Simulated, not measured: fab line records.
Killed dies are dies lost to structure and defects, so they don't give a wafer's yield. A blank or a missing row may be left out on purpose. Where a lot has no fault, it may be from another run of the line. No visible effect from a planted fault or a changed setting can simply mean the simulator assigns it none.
fab line records	flow sky130
record lots=6	wafers=18	lastDay=50
route steps=708 shown VIA3@575 METAL4@598
lots that met no fault: taken from a fault-free run of the same line
startH: hours from the record's opening day to when the first of the lot's shown wafers began	waitH: hours elapsed since this lot's preceding step	" as in the row above	L1.1+2: a single row standing in for several wafers	- no value, or no start given	* or withheld: withheld	< > ~ a bound
route shown NAME@n: NAME is a module with steps in the file, n the number in the route of the first one	usual: average and standard deviation across the fault-free wafers	same: alike in all rows	chamber/n: place in a boat	sites: per-site readings	_std_site: their standard deviation	_edge_site: outer sites' mean less inner sites'	radiusMm: for every site, how far away it sits from the centre of the wafer	mask NAME#n: copy n	behind: the tool/chamber that last shaped the wafer	hold: why the lot went on hold/how many hours it stayed there/how the hold came to an end	device: transistor that didn't switch, given as n, p or np	end of line: the same wafers' tests at the end of the route	a step without rows: its recipe alone	killed: dies lost to structure and defects at the first sort, not the wafer's yield	map: per-die view of a wafer (x killed, . not killed, _ where there is no die)
set.NAME: the setting as run; set.NAME@STEP: as run at that earlier step	model.NAME: the simulator's own value behind a step, which no gauge read
lots at selected steps of the route; one table per step, one row per wafer
services: from which hour (startH, from the record's first day; less than 0 if before it) a tool's chamber was out of use, for how many hours, and why
## steps
# step SKY_VIA3_CMP_02
# recipe material=SiO2	downForcePsi=4	platenRpm=60	padVelocityMS=0.94248
# usual motorCurrentA=12.3/0.89
lot.wafer	tool	chamber	startH	waitH	motorCurrentA
L380.1	cmp-01	1	907.07	0.1	12.1
L380.3	"	3	"	"	11.9
L380.5	"	2	"	"	11.9
L392.2	cmp-02	0	997.36	0.3	12.4
L392.5	"	1	"	"	13.8
L392.6	"	2	"	"	11.4
L394.2	cmp-02	2	1011.03	0.0	11.4
L394.3	"	1	"	"	13.6
L394.6	"	3	"	"	11.4
L395.1	cmp-02	2	1016.80	0.1	11.3
L395.6	"	0	"	"	12.4
L395.5	"	1	"	"	13.6
L396.3	cmp-02	0	1029.67	0.0	12.3
L396.1	"	2	"	"	11.0
L396.2	"	3	"	"	12.1
L398.1	cmp-01	3	1065.20	0.1	12.2
L398.2	"	0	"	"	12.6
L398.5	"	3	"	"	12.5
# step SKY_VIA3_BOW_MEAS_03
# recipe mode=bow
# usual VIA3_BOW=80/7.8
lot.wafer	tool	chamber	startH	waitH	VIA3_BOW[um]
L380.1	filmMetro-02	-	907.37	0.2	83
L380.3	"	-	"	"	80
L380.5	"	-	"	"	79
L392.2	filmMetro-04	-	997.53	0.1	82
L392.5	"	-	"	"	79
L392.6	"	-	"	"	75
L394.2	filmMetro-03	-	1011.35	0.3	80
L394.3	"	-	"	"	85
L394.6	"	-	"	"	92
L395.1	filmMetro-02	-	1017.00	0.1	78
L395.5	"	-	"	"	79
L395.6	"	-	"	"	93
L396.1	filmMetro-04	-	1029.97	0.1	89
L396.2	"	-	"	"	88
L396.3	"	-	"	"	84
L398.1	filmMetro-04	-	1065.45	0.2	72
L398.2	"	-	"	"	65
L398.5	"	-	"	"	72
# step SKY_VIA3_DEHYDRATE_04
# recipe tempC=200	timeS=60
# step SKY_VIA3_HMDS_05
# recipe primeTimeS=60	primeTempC=120
# step SKY_VIA3_COAT_06
# recipe resist=BARC	tempC=withheld	timeS=withheld	spinRpm=3000	resistThkNm=60
# step SKY_VIA3_COAT_07
# recipe resist=KrF-thick	spinRpm=3000	resistThkNm=450
# step SKY_VIA3_SOFTBAKE_08
# recipe tempC=100	timeS=90	resist=KrF-thick
# step SKY_VIA3_EXPOSE_09
# recipe maskId=VIM3	na=0.8	sourceShape=annular	sigmaInner=0.55	sigmaOuter=0.85	targetCdNm=200	doseMj=38
# step SKY_VIA3_PEB_10
# recipe pebTempC=withheld	pebTimeS=withheld	resist=KrF-thick
# step SKY_VIA3_DEVELOP_11
# recipe developTimeS=60	resist=KrF-thick	devTempC=21
# step SKY_VIA3_CD_MEAS_12
# recipe targetCdNm=200
# usual cdNm=199.9/1.5
lot.wafer	tool	chamber	startH	waitH	cdNm
L380.1	cdSem-01	-	932.65	-	200.1
L380.3	"	-	"	"	200.5
L380.5	"	-	"	"	199.8
L392.2	cdSem-01	-	1020.29	-	200.7
L392.5	"	-	"	"	201.2
L392.6	"	-	"	"	200.9
L394.2	cdSem-01	-	1033.74	-	201.0
L394.3	"	-	"	"	201.7
L394.6	"	-	"	"	202.8
L395.1	cdSem-01	-	1039.12	-	196.4
L395.5	"	-	"	"	196.5
L395.6	"	-	"	"	197.9
L396.1	cdSem-01	-	1051.47	-	200.8
L396.2	"	-	"	"	199.8
L396.3	"	-	"	"	199.3
L398.1	cdSem-02	-	1086.26	-	200.0
L398.2	"	-	"	"	199.6
L398.5	"	-	"	"	200.4
# step SKY_VIA3_OVL_MEAS_13
# usual VIA3_OVL=-4/5.2
lot.wafer	tool	chamber	startH	waitH	VIA3_OVL[nm]
L380.1	overlay-02	-	932.77	0.1	-10
L380.3	"	-	"	"	-6
L380.5	"	-	"	"	-4
L392.2	overlay-02	-	1020.40	0.1	8
L392.5	"	-	"	"	-1
L392.6	"	-	"	"	1
L394.2	overlay-01	-	1033.85	0.1	-12
L394.3	"	-	"	"	-12
L394.6	"	-	"	"	-12
L395.1	overlay-01	-	1039.24	0.1	-10
L395.5	"	-	"	"	-7
L395.6	"	-	"	"	-7
L396.1	overlay-01	-	1051.59	0.1	-1
L396.2	"	-	"	"	-5
L396.3	"	-	"	"	-5
L398.1	overlay-01	-	1086.38	0.1	-1
L398.2	"	-	"	"	0
L398.5	"	-	"	"	-5
# step SKY_VIA3_ETCH_14
# recipe chemistry=N2/H2	target=BARC	ionEnergyEv=200	sourceW=500	biasW=100	pressureMtorr=30	n2FlowSccm=100	h2FlowSccm=200	stopOn=SiO2	timeS=45.9	targetDepthA=600
# usual drypumpMotorCurrentA=5.8/0.3	oesProductAu=0.855/0.0049	runLengthS=74.3/0.52	throttleValvePct=13.225/0.0094
lot.wafer	tool	chamber	startH	waitH	drypumpMotorCurrentA	oesProductAu	rfHoursCounterH	runLengthS	throttleValvePct	model.KrF-thick_of_VIA3_COAT_07.thkNm	model.etch.depthNm	model.VIA3.cdNm
L380.1	rieDiel-04	2	932.81	0.0	6.0	0.857	21	74.6	13.221	393.1	60.09	200.5
L380.3	"	0	"	"	5.8	0.855	11	75.3	13.218	392.7	59.95	200.8
L380.5	"	3	"	"	5.5	0.853	-	73.4	13.234	394.7	59.92	199.3
L392.2	rieDiel-04	2	1020.43	0.0	6.0	0.853	23	74.3	13.225	394.3	60.08	200.8
L392.5	"	3	"	"	5.5	0.857	-	73.4	13.230	395.4	59.85	199.8
L392.6	"	2	"	"	6.0	0.852	-	74.1	13.219	393.2	59.88	200.8
L394.2	rieDiel-04	0	1033.88	0.0	5.8	1.026	14	61.0	13.235	407.1	56.07	197.4
L394.3	"	3	"	"	5.6	0.850	24	73.6	13.248	394.4	59.82	199.9
L394.6	"	0	"	"	5.8	1.027	-	60.6	13.228	407	56.15	198.9
L395.1	rieDiel-03	0	1039.28	0.0	5.7	0.851	15	74.5	13.217	392.9	59.92	197.9
L395.5	"	1	"	"	6.4	0.854	-	73.9	13.247	391	59.96	196.6
L395.6	"	2	"	"	5.7	0.853	-	73.9	13.218	392.5	60.05	198.4
L396.1	rieDiel-04	0	1051.63	0.0	5.8	0.852	14	74.9	13.219	392.9	59.86	200.5
L396.2	"	3	"	"	5.6	0.988	24	59.5	13.247	409.8	52.98	196.9
L396.3	"	1	"	"	5.7	0.853	28	74.3	13.223	394.7	60.01	199
L398.1	rieDiel-03	3	1086.41	0.0	5.8	0.848	17	75.1	13.237	393.6	60.05	200.8
L398.2	"	1	"	"	6.3	0.862	21	74.2	13.236	391.1	60.16	200
L398.5	"	0	"	"	5.7	0.856	-	74.6	13.229	391.1	60.31	201.5
# step SKY_VIA3_ETCH_15
# recipe target=SiO2	chemistry=C4F8/O2/Ar	targetDepthNm=507	stopOn=TiN	maskMaterial=KrF-thick	sourceW=1500	biasW=1200	pressureMtorr=40	c4f8FlowSccm=withheld	O2_flow_sccm=6	Ar_flow_sccm=300	timeS=78
# usual oesProductAu=0.946/0.0049	runLengthS=106.3/0.5
lot.wafer	tool	chamber	startH	waitH	oesProductAu	rfHoursCounterH	runLengthS	model.KrF-thick_of_VIA3_COAT_07.thkNm
L380.1	rieDiel-04	2	932.85	0.0	0.948	21	106.2	290.6
L380.3	"	0	"	"	0.948	11	106.8	287.3
L380.5	"	3	"	"	0.937	-	105.4	294.6
L392.2	rieDiel-04	2	1020.47	0.0	0.949	24	106.0	291.4
L392.5	"	3	"	"	0.943	-	105.7	295.9
L392.6	"	2	"	"	0.946	-	106.4	291
L394.2	rieDiel-04	0	1033.92	0.0	0.378	14	107.6	301.5
L394.3	"	3	"	"	0.942	24	105.7	293.7
L394.6	"	0	"	"	0.377	-	107.2	301.7
L395.1	rieDiel-03	0	1039.32	0.0	0.945	15	107.2	291.4
L395.5	"	1	"	"	0.943	-	106.5	288.4
L395.6	"	2	"	"	0.947	-	106.0	290.2
L396.1	rieDiel-04	0	1051.67	0.0	0.951	14	107.0	288.5
L396.2	"	3	"	"	0.381	24	105.4	310.3
L396.3	"	1	"	"	0.940	28	107.1	293.8
L398.1	rieDiel-03	3	1086.45	0.0	0.951	17	107.0	293.6
L398.2	"	1	"	"	0.947	21	106.2	288.5
L398.5	"	0	"	"	0.944	-	106.5	288.7
# step SKY_VIA3_STRIP_16
# recipe chemistry=O2/N2	powerW=1400	pressureMtorr=1500	platenTempC=withheld	o2FlowSccm=3000	n2FlowSccm=300	overashFraction=0.5
# usual drypumpMotorCurrentA=6.0/0.55	oesProductAu=0.402/0.0049	stripTimeToEndpointS=4.129/0.03
lot.wafer	tool	chamber	startH	waitH	drypumpMotorCurrentA	oesProductAu	rfHoursCounterH	stripTimeToEndpointS
L380.1	plasmaAsher-04	1	932.91	0.0	5.3	0.406	78	4.134
L380.3	"	0	"	"	6.5	0.400	-	4.082
L380.5	"	0	"	"	6.5	0.409	-	4.167
L392.2	plasmaAsher-04	1	1020.53	0.0	5.3	0.399	88	4.131
L392.5	"	1	"	"	5.3	0.405	-	4.188
L392.6	"	0	"	"	6.5	0.406	-	4.128
L394.2	plasmaAsher-02	0	1033.98	0.0	5.2	0.406	56	4.224
L394.3	"	0	"	"	5.2	0.405	-	4.152
L394.6	"	0	"	"	5.2	0.408	-	4.238
L395.1	plasmaAsher-01	0	1039.38	0.0	5.8	0.410	32	4.130
L395.5	"	0	"	"	5.8	0.391	-	4.107
L395.6	"	1	"	"	6.5	0.398	-	4.113
L396.1	plasmaAsher-02	1	1051.73	0.0	6.5	0.404	57	4.094
L396.2	"	0	"	"	5.2	0.402	57	4.345
L396.3	"	0	"	"	5.2	0.405	-	4.147
L398.1	plasmaAsher-04	1	1086.51	0.0	5.3	0.417	95	4.147
L398.2	"	0	"	"	6.5	0.397	95	4.091
L398.5	"	1	"	"	5.4	0.406	-	4.109
# step SKY_VIA3_STRIP_17
# recipe chemistry=postEtchResidueRemover	timeS=1200	tempC=72.5
# step SKY_VIA3_CLEAN_18
# recipe chemistry=IPA	timeS=180	tempC=25
# step SKY_VIA3_CLEAN_19
# recipe chemistry=O3/DIW	dry=n2Spin
# step SKY_VIA3_SPUTTER_20
# recipe material=TiN	targetThkNm=20	chamberPressurePa=5	powerW=4000	timeS=80
# usual throttleValvePct=30.2/0.69
lot.wafer	tool	chamber	startH	waitH	throttleValvePct
L380.1	pvdSputter-04	-	933.55	0.0	29.3
L380.3	"	-	"	"	30.7
L380.5	"	-	"	"	30.6
L392.2	pvdSputter-03	-	1021.13	0.0	29.8
L392.5	"	-	"	"	30.0
L392.6	"	-	"	"	30.3
L394.2	pvdSputter-02	-	1034.57	0.0	28.9
L394.3	"	-	"	"	30.8
L394.6	"	-	"	"	29.7
L395.1	pvdSputter-02	-	1039.97	0.0	29.0
L395.5	"	-	"	"	30.9
L395.6	"	-	"	"	29.6
L396.1	pvdSputter-03	-	1052.32	0.0	30.3
L396.2	"	-	"	"	29.8
L396.3	"	-	"	"	29.7
L398.1	pvdSputter-02	-	1087.11	0.0	30.7
L398.2	"	-	"	"	29.3
L398.5	"	-	"	"	29.6
# step SKY_VIA3_CVD_21
# recipe material=W	targetThkNm=390	timeS=117.31	tempC=400	pressureTorr=40
# usual heaterPowerW=848/100
lot.wafer	tool	chamber	startH	waitH	heaterPowerW
L380.1	cvdW-01	1	933.61	0.0	853
L380.3	"	0	"	"	722
L380.5	"	0	"	"	733
L392.2	cvdW-01	1	1021.19	0.0	848
L392.5	"	0	"	"	742
L392.6	"	1	"	"	833
L394.2	cvdW-02	1	1034.63	0.0	827
L394.3	"	0	"	"	1022
L394.6	"	0	"	"	1032
L395.1	cvdW-02	1	1040.03	0.0	843
L395.5	"	0	"	"	1002
L395.6	"	1	"	"	833
L396.1	cvdW-02	0	1052.38	0.0	1019
L396.2	"	1	"	"	852
L396.3	"	0	"	"	995
L398.1	cvdW-01	0	1087.17	0.0	732
L398.2	"	1	"	"	835
L398.5	"	1	"	"	858
# step SKY_VIA3_CMP_24
# recipe stopOn=SiO2	tOverpolishS=20	downForcePsi=3.5	platenRpm=60	targetThkNm=0	padVelocityMS=0.94248
# usual motorCurrentA=11.3/0.73	overpolishRunS=19.999/0.009	timeToEndpointS=95/4.3
lot.wafer	tool	chamber	startH	waitH	motorCurrentA	overpolishRunS	timeToEndpointS
L380.3	cmp-01	1	933.91	0.0	11.3	19.990	99
L380.1	"	0	"	"	11.4	19.984	99
L380.5	"	2	"	"	10.8	19.995	93
L392.2	cmp-02	3	1021.55	0.1	10.2	20.009	92
L392.5	"	2	"	"	10.6	19.998	95
L392.6	"	3	"	"	10.3	20.020	89
L394.3	cmp-01	3	1034.94	0.0	10.7	20.008	96
L394.2	"	2	"	"	11.5	20.004	95
L394.6	"	0	"	"	11.7	20.006	97
L395.1	cmp-01	3	1040.39	0.1	11.1	20.004	99
L395.5	"	2	"	"	11.1	20.008	94
L395.6	"	3	"	"	11.4	20.010	102
L396.2	cmp-02	2	1052.74	0.1	10.5	20.012	93
L396.3	"	3	"	"	10.3	19.999	84
L396.1	"	0	"	"	11.9	19.996	91
L398.1	cmp-01	1	1087.67	0.3	11.3	19.999	99
L398.2	"	2	"	"	11.8	19.988	97
L398.5	"	0	"	"	11.4	20.011	99
# step SKY_METAL4_SPUTTER_00
# recipe material=Ti	targetThkNm=15	powerW=3000	timeS=10	chamberPressurePa=0.4
# usual throttleValvePct=30.4/0.68
lot.wafer	tool	chamber	startH	waitH	throttleValvePct
L380.1	pvdSputter-03	-	934.21	0.1	30.1
L380.3	"	-	"	"	30.0
L380.5	"	-	"	"	30.4
L392.2	pvdSputter-03	-	1021.80	0.2	29.9
L392.5	"	-	"	"	30.2
L392.6	"	-	"	"	30.6
L394.3	pvdSputter-03	-	1035.24	0.2	29.6
L395.1	pvdSputter-03	-	1040.64	0.2	30.8
L395.5	"	-	"	"	30.0
L395.6	"	-	"	"	30.4
L396.1	pvdSputter-01	-	1052.99	0.1	30.2
L396.3	"	-	"	"	31.1
L398.1	pvdSputter-01	-	1087.92	0.2	30.4
L398.2	"	-	"	"	31.2
L398.5	"	-	"	"	31.2
# step SKY_METAL4_SPUTTER_01
# recipe material=TiN	targetThkNm=20	powerW=6500	timeS=16.7	chamberPressurePa=0.4
# usual throttleValvePct=30.4/0.67
lot.wafer	tool	chamber	startH	waitH	throttleValvePct
L380.1	pvdSputter-03	-	934.23	0.0	29.8
L380.3	"	-	"	"	29.9
L380.5	"	-	"	"	30.5
L392.2	pvdSputter-03	-	1021.82	0.0	30.2
L392.5	"	-	"	"	29.8
L392.6	"	-	"	"	30.7
L394.3	pvdSputter-03	-	1035.26	0.0	29.9
L395.1	pvdSputter-03	-	1040.66	0.0	30.6
L395.5	"	-	"	"	29.8
L395.6	"	-	"	"	30.9
L396.1	pvdSputter-01	-	1053.01	0.0	30.6
L396.3	"	-	"	"	31.1
L398.1	pvdSputter-01	-	1087.94	0.0	30.3
L398.2	"	-	"	"	31.2
L398.5	"	-	"	"	31.3
# step SKY_METAL4_SPUTTER_02
# recipe material=AlCu	targetThkNm=735	powerW=10600	timeS=39.1	chamberPressurePa=0.4
# usual throttleValvePct=30.4/0.68
lot.wafer	tool	chamber	startH	waitH	throttleValvePct
L380.1	pvdSputter-03	-	934.26	0.0	29.9
L380.3	"	-	"	"	29.7
L380.5	"	-	"	"	30.5
L392.2	pvdSputter-03	-	1021.84	0.0	30.3
L392.5	"	-	"	"	29.9
L392.6	"	-	"	"	30.4
L394.3	pvdSputter-03	-	1035.29	0.0	29.8
L395.1	pvdSputter-03	-	1040.69	0.0	30.6
L395.5	"	-	"	"	29.8
L395.6	"	-	"	"	30.3
L396.1	pvdSputter-01	-	1053.04	0.0	30.4
L396.3	"	-	"	"	30.9
L398.1	pvdSputter-01	-	1087.97	0.0	30.4
L398.2	"	-	"	"	31.1
L398.5	"	-	"	"	31.1
## services
tool	chamber	startH	hours	kind
rieDiel-04	0	886.69	42.2	repair
cmp-01	-	890.29	3.9	pm
plasmaAsher-02	-	899.09	0.3	repair
cvdW-01	-	904.00	14.0	pm
pvdSputter-03	-	904.31	11.2	repair
rieDiel-03	-	911.26	15.6	pm
cmp-01	-	912.16	4.0	pm
cmp-02	-	913.78	4.6	repair
plasmaAsher-02	-	918.99	50.4	repair
cvdW-02	-	935.30	2.8	pm
plasmaAsher-02	-	952.40	1.0	repair
pvdSputter-01	-	953.83	4.6	repair
cmp-01	-	978.68	4.7	repair
rieDiel-04	1	979.75	9.2	repair
cvdW-01	-	990.80	6.0	pm
cvdW-01	-	997.77	1.2	repair
rieDiel-04	1	1039.30	4.3	repair
rieDiel-03	2	1053.31	11.8	repair
rieDiel-04	2	1060.72	6.0	repair
cvdW-01	-	1063.64	2.8	pm
pvdSputter-01	-	1067.36	2.2	repair
cmp-01	-	1083.62	0.3	repair
cmp-02	-	1084.17	4.0	pm
rieDiel-04	1	1085.85	9.9	repair
## key
firstSign step=SKY_VIA3_ETCH_14	reading=oesProductAu	direction=up	sigmas=32	usual=0.855	struck=1.014
effect step=SKY_VIA3_ETCH_14	reading=runLengthS	direction=down	sigmas=27	usual=*	struck=*
effect step=SKY_VIA3_ETCH_15	reading=oesProductAu	direction=down	sigmas=99+	usual=0.946	struck=0.379
effect step=SKY_VIA3_STRIP_16	reading=stripTimeToEndpointS	direction=up	sigmas=4.7	usual=*	struck=*
effect step=SKY_METAL4_SPUTTER_00	reading=visit	direction=missing
effect step=SKY_METAL4_SPUTTER_01	reading=visit	direction=missing
effect step=SKY_METAL4_SPUTTER_02	reading=visit	direction=missing
modelEffect step=SKY_VIA3_ETCH_14	value=KrF-thick_of_VIA3_COAT_07.thkNm	without=394.4	struck=407.9
modelEffect step=SKY_VIA3_ETCH_15	value=KrF-thick_of_VIA3_COAT_07.thkNm	without=291	struck=304.5
metAt SKY_VIA3_ETCH_14
struckWafers L394.2,L394.6,L396.2
laterRowsLeftOut L394.2,L394.6,L396.2
sortLeftOut L394.2,L394.6,L396.2
onsetBetween 1020.43 1033.88
fault kind=processParameterDrift	tool=rieDiel-04	chamber=-	onsetH=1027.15	steps=SKY_VIA3_ETCH_14	channel=timeS	offset=*	shape=step	endH=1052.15	scope=struckWafersOnly	actsIn=*	stated=*
# sortLeftOut: the simulated sort isn't trusted on such a fault, so these wafers' sort isn't shown, and their yield isn't known
# laterRowsLeftOut: the simulator's readings of these wafers behind a module that went badly wrong aren't trusted and aren't shown, but for the sort
